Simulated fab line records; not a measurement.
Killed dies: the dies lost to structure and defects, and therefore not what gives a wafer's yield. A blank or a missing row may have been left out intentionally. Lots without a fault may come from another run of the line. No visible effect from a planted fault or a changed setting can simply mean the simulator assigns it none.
A lot that was struck, set against a sound lot -- flow sfqLine -- 42 steps out of a route of 325
Sound: wafers L886.2, L886.3, L886.6. Struck: wafer L874.4 (L874.2, L874.6, from the same lot, were not struck and are left out); the cause is given at the end.
Order at every step that has rows: each side's tool, ch and its chambers, its first start. Under that, the readings that differ: sound wafers -- struck wafers -- difference of the means -- sigmas: that difference in standard deviations of wafers without a fault.
alike: readings with means less than 2 such deviations apart, plus words and numbers identical on both sides. not compared: withheld readings, readings lacking a value on some wafer, bounds such as >300 that could conceal the same value, and numbers that have no deviation in the record and whose values overlap.
The two part at a step that has a row with sigmas, a row that says differs or no value, or rows on one side only. Numbers that have no deviation but don't overlap get no sigmas and don't part them. Lack of a reading on every wafer of one side parts them only where that side has two or more wafers.

first, 6 steps without rows for these wafers: SFQ_TRILAYER_M4_LITHO_COAT_098 (resist thk 62 nm); SFQ_TRILAYER_M4_LITHO_COAT_093 (resist thk 600 nm); SFQ_TRILAYER_M4_LITHO_SOFTBAKE_097; SFQ_TRILAYER_M4_LITHO_EXPOSE_094 (exposes mask M4, target cd 500 nm); SFQ_TRILAYER_M4_LITHO_PEB_096 (peb time 60 s); SFQ_TRILAYER_M4_LITHO_DEVELOP_095 (time 60 s).
SFQ_M4_OVL_MEAS_926:
  sound: overlay-01 at day 60 21:25; struck: overlay-02 at day 55 14:11
  alike: M4_OVL
then, 5 steps without rows for these wafers: SFQ_TRILAYER_M4_BARC_OPEN_METAL_ETCH_123 (etches BARC in O2, target depth 125 nm, time 41.7 s); SFQ_TRILAYER_M4_ETCH_METAL_ETCH_096 (etches Nb in Cl2/Ar, stops on SiO2, target depth 240 nm, time 120 s); SFQ_TRILAYER_M4_STRIP_STRIP_097 (strips in O2); SFQ_TRILAYER_M4_STRIP_SOLV_CLEAN_098 (cleans in NMP, time 600 s); SFQ_TRILAYER_I4_DEP_PECVD_099 (deposits SiO2 from SiH4/N2O, time 111.11 s, target thk 500 nm).
SFQ_TRILAYER_I4_CMP_CMP_100: polishes SiO2.
  sound on cmp-02 ch 1,2,3, day 61 04:56; struck on cmp-01 ch 1, day 55 17:30
reading,sound,struck,difference,sigmas
timeToEndpointS (s),209 217 232,243,+24,+3
model.SiO2_of_TRILAYER_I4_DEP_PECVD_099.thkNm (nm),198.3 199.1 201.5,180.7,-18.9,
  alike: motorCurrentA
SFQ_I4_BOW_MEAS_927:
  sound: filmMetro-02 at day 61 07:28; struck: filmMetro-02 at day 55 19:31
  alike: I4_BOW
SFQ_TRILAYER_I4_METRO_MEASURE_101:
  sound: filmMetro-02 at day 61 07:46; struck: filmMetro-02 at day 55 19:49
reading,sound,struck,difference,sigmas
thkNm (nm),198.4 199.2 201.5,180.6,-19.1,-17
then, 6 steps without rows for these wafers: SFQ_TRILAYER_I4_VIA_LITHO_COAT_108 (resist thk 62 nm); SFQ_TRILAYER_I4_VIA_LITHO_COAT_103 (resist thk 650 nm); SFQ_TRILAYER_I4_VIA_LITHO_SOFTBAKE_107; SFQ_TRILAYER_I4_VIA_LITHO_EXPOSE_104 (exposes mask I4, target cd 700 nm); SFQ_TRILAYER_I4_VIA_LITHO_PEB_106 (peb time 60 s); SFQ_TRILAYER_I4_VIA_LITHO_DEVELOP_105 (time 60 s).
-- the record jumps here: 5 days lie between the struck wafers' starts before and after --
SFQ_I4_OVL_MEAS_928:
  sound: overlay-01 at day 65 18:12; struck: overlay-01 at day 60 20:13
  alike: I4_OVL
then, 1 step without rows for these wafers: SFQ_TRILAYER_I4_VIA_BARC_OPEN_VIA_ETCH_146 (etches BARC in O2, target depth 125 nm, time 41.7 s).
SFQ_TRILAYER_I4_VIA_ETCH_VIA_ETCH_106: etches SiO2 in CHF3, stops on Nb, target depth 260 nm.
  sound on rieDiel-04 ch 2,3, day 65 18:16; struck on rieDiel-04 ch 1, day 60 20:17
reading,sound,struck,difference,sigmas
drypumpMotorCurrentA (A),4.9 5.5 4.9,5.9,+0.8,+2
oesProductAu (a.u.),0.849 0.845 0.855,0.808,-0.042,-8
model.I4.featureDepthNm (nm),198.3 199.1 201.5,180.7,-18.9,
model.etch.depthNm (nm),198.3 199.1 201.5,180.7,-18.9,
  alike: rfFwdPowerW
SFQ_TRILAYER_I4_VIA_STRIP_STRIP_107: strips in O2.
  sound on rieMetal-04 ch 0,1, day 65 18:23; struck on rieMetal-01 ch 1, day 60 20:25
  alike: drypumpMotorCurrentA, oesProductAu
  not compared: rfHoursCounterH
then, 2 steps without rows for these wafers: SFQ_TRILAYER_I4_VIA_STRIP_SOLV_CLEAN_108 (cleans in NMP, time 600 s); SFQ_TRILAYER_JJ_TRILAYER_DEP_PRE_CLEAN_113 (time 22.5 s).
SFQ_TRILAYER_JJ_TRILAYER_DEP_SPUTTER_109: material Nb, target thk 150 nm, time 100 s.
  sound: pvdSputter-04 at day 65 19:11; struck: pvdSputter-05 at day 60 21:13
reading,sound,struck,difference,sigmas
throttleValvePct (%),29.3 29.4 29.2,31.5,+2.2,+2
  alike: chamberPressurePa
SFQ_TRILAYER_JJ_TRILAYER_DEP_SPUTTER_110: material Al, target thk 8 nm, time 10 s.
  sound: pvdSputter-04 at day 65 19:16; struck: pvdSputter-05 at day 60 21:18
  alike: chamberPressurePa, throttleValvePct
then, 2 steps without rows for these wafers: SFQ_TRILAYER_JJ_TRILAYER_DEP_AL_OXIDATION_111 (oxidation time 600 s); SFQ_TRILAYER_JJ_TRILAYER_DEP_SPUTTER_112 (material Nb, target thk 170 nm, time 113.3 s).
SFQ_JJ_RS_MEAS_929: measurement is done with a four-point probe.
  sound: filmMetro-04 at day 65 20:23; struck: filmMetro-04 at day 60 22:34
  alike: JJ_NB_RS
then, 6 steps without rows for these wafers: SFQ_TRILAYER_JJ_CE_LITHO_COAT_119 (resist thk 62 nm); SFQ_TRILAYER_JJ_CE_LITHO_COAT_114 (resist thk 600 nm); SFQ_TRILAYER_JJ_CE_LITHO_SOFTBAKE_118; SFQ_TRILAYER_JJ_CE_LITHO_EXPOSE_115 (exposes mask J5, target cd 700 nm); SFQ_TRILAYER_JJ_CE_LITHO_PEB_117 (peb time 60 s); SFQ_TRILAYER_JJ_CE_LITHO_DEVELOP_116 (time 60 s).
-- the record jumps here: 4 days lie between the struck wafers' starts before and after --
SFQ_JJ_OVL_MEAS_931:
  sound: overlay-01 at day 70 10:44; struck: overlay-01 at day 65 07:16
  alike: J5_OVL
SFQ_TRILAYER_JJ_CE_METRO_MEASURE_117:
  sound: cdSem-02 at day 70 10:58; struck: cdSem-01 at day 65 07:30
reading,sound,struck,difference,sigmas
cdNm (nm),702.5 702.1 702.1,699.4,-2.8,-2
SFQ_TRILAYER_JJ_CE_BARC_OPEN_RIE_150: chemistry O2, target BARC, target depth 240 nm, time 80 s.
  sound on rieMetal-02 ch 0,1, day 70 11:58; struck on rieMetal-03 ch 0, day 65 08:30
  alike: drypumpMotorCurrentA, oesProductAu, rfFwdPowerW
  not compared: rfHoursCounterH
-- the record jumps here: 5 days lie between the struck wafers' starts before and after --
SFQ_TRILAYER_M5_ETCH_METAL_ETCH_126: etches Nb in Cl2/BCl3, stops on SiO2, time 203.2 s, target depth 265 nm.
  sound on rieMetal-01 ch 0,1, day 74 18:16; struck on rieMetal-04 ch 0, day 69 23:07
reading,sound,struck,difference,sigmas
model.SiO2_of_TRILAYER_I4_DEP_PECVD_099.thkNm (nm),178.5 179 181.7,160.7,-19.0,
  alike: drypumpMotorCurrentA, oesProductAu, rfFwdPowerW
  not compared: rfHoursCounterH

WHERE THEY PART
At SFQ_TRILAYER_I4_CMP_CMP_100 first; at SFQ_TRILAYER_JJ_CE_METRO_MEASURE_117 last (within this record only). Later steps at which nothing parts them and some readings are alike: SFQ_TRILAYER_JJ_CE_BARC_OPEN_RIE_150, SFQ_TRILAYER_M5_ETCH_METAL_ETCH_126.

WHY: the cause the simulator had injected
cmp-01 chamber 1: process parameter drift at SFQ_TRILAYER_I4_CMP_CMP_100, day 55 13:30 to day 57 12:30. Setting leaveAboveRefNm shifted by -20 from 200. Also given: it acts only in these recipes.
